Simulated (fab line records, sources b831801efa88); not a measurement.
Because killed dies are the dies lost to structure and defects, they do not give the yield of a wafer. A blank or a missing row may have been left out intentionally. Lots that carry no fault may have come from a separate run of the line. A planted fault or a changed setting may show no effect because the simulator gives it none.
Which of the tools did it? | flow sky130 | at 1 step of a route of 708, 6 lots with 18 wafers sampled

## WHAT EACH GAUGE READ, for each wafer
SKY_FIELD_ISO_THK_MEAS_25.
lot  | measured    | on           | FIELD_ISO_CVD_24_THK (nm)
L758 | day 3 00:31 | filmMetro-01 | 597 592 603
L759 | day 3 07:00 | filmMetro-01 | 600 606 596
L765 | day 4 10:56 | filmMetro-02 | 603 591 591
L772 | day 6 00:14 | filmMetro-02 | 602 598 606
L775 | day 6 15:32 | filmMetro-01 | 601 596 598
L778 | day 7 05:14 | filmMetro-01 | 602 601 585

## WHICH TOOL RAN EACH LOT (tool, then ch and the chambers of the sampled wafers, then the start)
Record: no process step prior to these readings.

## THE ANSWER, worked out from the rows above alone
Rule: usual is defined by the lots themselves. The widest of any qualifying gaps counts: lots, ordered by their means at a reading, are off when they make up no more than a third of the lots, leave a main group of 4 or more, and stand apart from it by 3 or more times the standard deviation of that group's means. The tables above print the reading to a certain number of digits; a main group whose means all agree to those digits is not used. A lot without any number at a reading at which 4 lots or more have one is off too. Where the step has rows for the other lots, those lots are counted as sound.
No lot is off at any reading shown: from this, nothing can be told.

## WHAT HAD BEEN PUT IN BY THE SIMULATOR
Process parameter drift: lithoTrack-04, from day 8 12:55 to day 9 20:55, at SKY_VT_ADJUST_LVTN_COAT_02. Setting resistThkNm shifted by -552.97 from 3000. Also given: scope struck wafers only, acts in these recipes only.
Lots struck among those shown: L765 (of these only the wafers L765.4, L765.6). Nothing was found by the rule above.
